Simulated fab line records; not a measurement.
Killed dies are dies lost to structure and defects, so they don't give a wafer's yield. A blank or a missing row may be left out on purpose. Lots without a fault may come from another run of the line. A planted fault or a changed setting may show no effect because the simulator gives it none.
Which tool was responsible?    flow sky130    11 lots with 33 wafers sampled at 5 steps, on a route of 708 steps

== WHAT THE GAUGES SHOWED, per wafer ==
SKY_METAL1_RS_MEAS_05: measurement is done with a four-point probe.
lot   measured      on             METAL1_ALCU_RS (ohm/sq)
L429  day 32 21:31  film metro-04  0.1274 0.1281 0.1277
L430  day 32 22:10  film metro-02  0.1256 0.1264 0.1257
L432  day 33 21:02  film metro-04  0.1282 0.1277 0.1274
L431  day 33 22:43  film metro-02  0.1274 0.1278 0.1290
L434  day 34 01:34  film metro-04  0.1269 0.1264 0.1266
L440  day 36 19:06  film metro-02  0.1271 0.1271 0.1258
L444  day 36 19:24  film metro-02  0.1255 0.1249 0.1253
L443  day 36 20:17  film metro-03  0.1265 0.1267 0.1268
L445  day 37 03:30  film metro-04  0.1274 0.1278 0.1281
L446  day 37 14:13  film metro-02  0.1253 0.1260 0.1256
L447  day 37 15:43  film metro-04  0.1279 0.1261 0.1258

SKY_VIA1_RS_MEAS_22: measurement is done with a four-point probe.
lot   measured      on             VIA1_W_RS (ohm/sq)
L429  day 35 05:02  film metro-02  0.428 0.425 0.428
L430  day 35 06:14  film metro-02  0.424 0.425 0.428
L432  day 36 04:24  film metro-02  0.421 0.429 0.425
L431  day 36 06:14  film metro-03  0.423 0.425 0.436
L434  day 36 09:26  film metro-02  0.437 0.431 0.436
L440  day 39 00:23  film metro-01  0.422 0.428 0.423
L444  day 39 00:41  film metro-01  0.423 0.425 0.419
L443  day 39 01:01  film metro-02  0.436 0.430 0.433
L445  day 39 09:11  film metro-02  0.428 0.434 0.431
L446  day 39 19:23  film metro-02  0.421 0.418 0.423
L447  day 39 20:32  film metro-02  0.420 0.421 0.423

SKY_VIA1_THK_MEAS_23: measures by xrf.
lot   measured      on             VIA1_W_THK (nm)
L429  day 35 05:09  film metro-02  269 274 272
L430  day 35 06:22  film metro-02  273 273 273
L432  day 36 04:31  film metro-02  275 271 271
L431  day 36 06:21  film metro-03  278 277 270
L434  day 36 09:34  film metro-02  265 271 267
L440  day 39 00:29  film metro-01  278 275 280
L444  day 39 00:47  film metro-01  279 278 283
L443  day 39 01:07  film metro-02  267 270 267
L445  day 39 09:18  film metro-02  271 266 269
L446  day 39 19:29  film metro-02  275 277 272
L447  day 39 20:39  film metro-02  276 277 273

SKY_PASSIVATION_THK_MEAS_03.
lot   measured      on             PASSIVATION_CVD_02_THK (nm)
L429  day 44 16:41  film metro-02  534 528 545
L430  day 44 18:38  film metro-01  538 541 541
L432  day 45 13:41  film metro-01  529 536 539
L431  day 45 17:44  film metro-03  534 551 553
L434  day 45 19:02  film metro-03  538 541 545
L440  day 47 22:11  film metro-03  671 545 538
L444  day 48 00:44  film metro-03  525 540 538
L443  day 48 00:08  film metro-02  538 530 544
L445  day 48 07:50  film metro-03  534 543 542
L446  day 48 12:45  film metro-02  531 535 544
L447  day 48 13:27  film metro-02  530 536 534

== WHAT TOOL EACH LOT RAN ON (gives the tool, then ch and the chambers of the sampled wafers, and finally the start) ==
lot   SKY_PASSIVATION_CVD_02
L429  pecvd-02 ch 0,2, day 44 16:28
L430  pecvd-03 ch 0,1, day 44 18:18
L432  pecvd-01 ch 1,2, day 45 13:27
L431  pecvd-01 ch 0,1,2, day 45 17:31
L434  pecvd-02 ch 0,1, day 45 18:42
L440  pecvd-02 ch 0,1,2, day 47 21:56
L444  pecvd-03 ch 0,2, day 48 00:29
L443  pecvd-01 ch 1,2, day 47 23:54
L445  pecvd-01 ch 0,1,2, day 48 07:33
L446  pecvd-03 ch 1,2, day 48 12:30
L447  pecvd-03 ch 0,1,2, day 48 13:14
- SKY_PASSIVATION_CVD_02: deposits Si3N4, target thk 540 nm.

== AS READ BY THE TOOLS THEMSELVES (means over the sampled wafers that have a number; for cases with no such wafer, the mark the record gives instead) ==
SKY_PASSIVATION_CVD_02.
lot   tool      heater power outer w (W)  heater power w (W)
L429  pecvd-02  384                       607
L430  pecvd-03  495                       756
L432  pecvd-01  391                       689
L431  pecvd-01  421                       709
L434  pecvd-02  496                       782
L440  pecvd-02  412                       677
L444  pecvd-03  471                       733
L443  pecvd-01  379                       661
L445  pecvd-01  392                       699
L446  pecvd-03  498                       747
L447  pecvd-03  463                       703

== THE ANSWER, worked out from the rows above alone ==
Rule: what is usual is taken from the lots themselves. The widest of any qualifying gaps counts: lots, ordered by their means at a reading, are off when they make up no more than a third of the lots, leave a main group of 4 or more, and stand apart from it by 3 or more times the standard deviation of that group's means. A main group whose means are all the same, to the digits that the tables above print for the reading, isn't used. A lot without any number at a reading at which 4 lots or more have one is off too. The other lots that the step has rows for count as sound. First the gauges in route order, then the tools' own readings, where a lot's mean is used as printed above. At the first step where some lot is off, the reading lying furthest off is the one used; lots without a number count as furthest.
Off: L440, at SKY_PASSIVATION_THK_MEAS_03 (PASSIVATION_CVD_02_THK). The main group: mean 538 nm, standard deviation 3.7.
A tool fits if, at a process step before that reading, it ran every lot that is off, and no sound lot after the first of them. Gauges at SKY_PASSIVATION_THK_MEAS_03: tried the same way as those tools. One fits: SKY_PASSIVATION_CVD_02 on pecvd-02. A fault onset in the window from L434 (day 45 18:42, its last sound lot) to L440 (day 47 21:56, its first lot off) fits.

== WHAT THE SIMULATOR PUT IN ==
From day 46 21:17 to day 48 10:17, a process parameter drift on pecvd-02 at SKY_PASSIVATION_CVD_02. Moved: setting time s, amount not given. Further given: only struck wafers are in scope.
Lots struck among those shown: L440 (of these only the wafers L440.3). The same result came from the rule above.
